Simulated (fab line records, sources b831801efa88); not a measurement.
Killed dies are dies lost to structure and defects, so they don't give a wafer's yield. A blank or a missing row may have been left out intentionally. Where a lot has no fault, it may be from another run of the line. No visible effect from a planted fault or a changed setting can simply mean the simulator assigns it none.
Chamber matching | flow gf180mcu | GF_V2_CVD_02 on pecvd-02: 3 sister chambers
The step deposits SiO2 from TEOS, target thk 850 nm, time 94.851 s. 6 wafers are shown with their chamber, then 9 later ones without.

== WAFERS, EACH WITH ITS CHAMBER ==
wafer  | chamber | heater_power_w (W)
L086.3 | 2       | 505
L086.4 | 2       | 403
L086.5 | 0       | 696
L089.1 | 1       | 910
L089.3 | 0       | 638
L089.6 | 1       | 718

== WAFERS WITH NO CHAMBER GIVEN ==
wafer  | heater_power_w (W)
L090.1 | 822
L090.2 | 678
L090.3 | 538
L091.4 | 893
L091.5 | 703
L091.6 | 483
L096.2 | 500
L096.4 | 666
L096.5 | 541

== THE CHAMBER EACH PASSED THROUGH ==
wafer  | from the rows above     | in truth
L090.1 | can't be placed: 1 or 0 | 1
L090.2 | can't be placed: 0 or 1 | 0
L090.3 | can't be placed: 2 or 0 | 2
L091.4 | can't be placed: 1 or 0 | 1
L091.5 | can't be placed: 0 or 1 | 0
L091.6 | can't be placed: 2 or 0 | 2
L096.2 | can't be placed: 2 or 0 | 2
L096.4 | can't be placed: 0 or 1 | 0
L096.5 | can't be placed: 2 or 0 | 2
Placed correctly: 0 of 9. Cannot be placed on the basis of these rows: 9; the candidates contain the true chamber in 9. 0 placed wrongly.
How it was worked out, from the rows above alone: a wafer's distance from a chamber is the root of the sum, over the readings, of the square of ((its reading less the chamber's mean) divided by the reading's scatter). If the next closest chamber is less than 2 further off than the closest, the wafer can't be placed; otherwise it belongs to the closest. For every chamber, the mean is computed from those of its wafers that are shown. The scatter: the root of (the sum of the squares of (reading less its chamber's mean) over the shown wafers, divided by (wafers less chambers)).
